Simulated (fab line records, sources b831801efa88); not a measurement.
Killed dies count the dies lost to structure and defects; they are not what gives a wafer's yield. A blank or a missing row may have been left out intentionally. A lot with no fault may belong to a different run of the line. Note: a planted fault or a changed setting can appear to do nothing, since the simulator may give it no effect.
Which of the tools did it? :: flow sky130 :: 13 lots, 39 wafers sampled, at 1 step of a route of 708

WHAT THE GAUGES SHOWED, per wafer
SKY_LDD_HVP_OVL_MEAS_07. Usual: LDD_HVP_OVL typically reads -0.5 nm, with standard deviation 1.2.
lot: L985
measured: day 21 04:01
on: overlay-02
LDD_HVP_OVL (nm): 0.7 1.3 0.5
flag: 

lot: L986
measured: day 21 14:56
on: overlay-02
LDD_HVP_OVL (nm): 1.0 0.3 0.8
flag: 

lot: L987
measured: day 21 21:27
on: overlay-01
LDD_HVP_OVL (nm): -2.2 -0.4 -3.2
flag: 

lot: L989
measured: day 22 19:47
on: overlay-01
LDD_HVP_OVL (nm): -2.2 1.0 -0.9
flag: 

lot: L990
measured: day 23 11:31
on: overlay-02
LDD_HVP_OVL (nm): -3.5 -1.0 -1.2
flag: 

lot: L992
measured: day 24 21:40
on: overlay-02
LDD_HVP_OVL (nm): -0.6 -2.2 -1.0
flag: 

lot: L994
measured: day 25 00:32
on: overlay-02
LDD_HVP_OVL (nm): 0.3 -0.1 -1.1
flag: 

lot: L995
measured: day 25 11:50
on: overlay-02
LDD_HVP_OVL (nm): -1.4 -1.4 0.0
flag: 

lot: L996
measured: day 25 21:04
on: overlay-01
LDD_HVP_OVL (nm): -0.9 -0.5 -0.1
flag: 

lot: L101
measured: day 27 08:19
on: overlay-01
LDD_HVP_OVL (nm): -1.6 -1.9 -1.0
flag: 

lot: L105
measured: day 28 22:43
on: overlay-01
LDD_HVP_OVL (nm): -2.0 1.1 -0.1
flag: 

lot: L107
measured: day 29 08:08
on: overlay-02
LDD_HVP_OVL (nm): 0.5 1.4 -0.4
flag: 

lot: L108
measured: day 29 11:20
on: overlay-02
LDD_HVP_OVL (nm): 0.9 0.4 1.8
flag: 

WHICH TOOL RAN EACH LOT (tool, then ch and the chambers of the sampled wafers, then the start)
No process step before these readings appears in the record.

WHAT THE TOOLS THEMSELVES READ (means of the sampled wafers that have a number; where no wafer has one, the mark that the record gives instead)
The record holds no such reading with a usual standard deviation.

THE ANSWER, worked out from the rows above alone
Rule: lot off if the mean of its wafers having a number is beyond 3 standard deviations from the usual mean. Also off: a lot with no number at a reading for which 4 or more lots have one. The other lots that the step has rows for count as sound. Order of review: gauges by route order, followed by the tools' own readings, for which a lot's mean as printed above is used. The first step at which some lot is off is used, and at that step the reading that is off furthest; a lot without a number counts as furthest.
Nothing can be told from this: no lot is off at any reading shown.

WHAT THE SIMULATOR PUT IN
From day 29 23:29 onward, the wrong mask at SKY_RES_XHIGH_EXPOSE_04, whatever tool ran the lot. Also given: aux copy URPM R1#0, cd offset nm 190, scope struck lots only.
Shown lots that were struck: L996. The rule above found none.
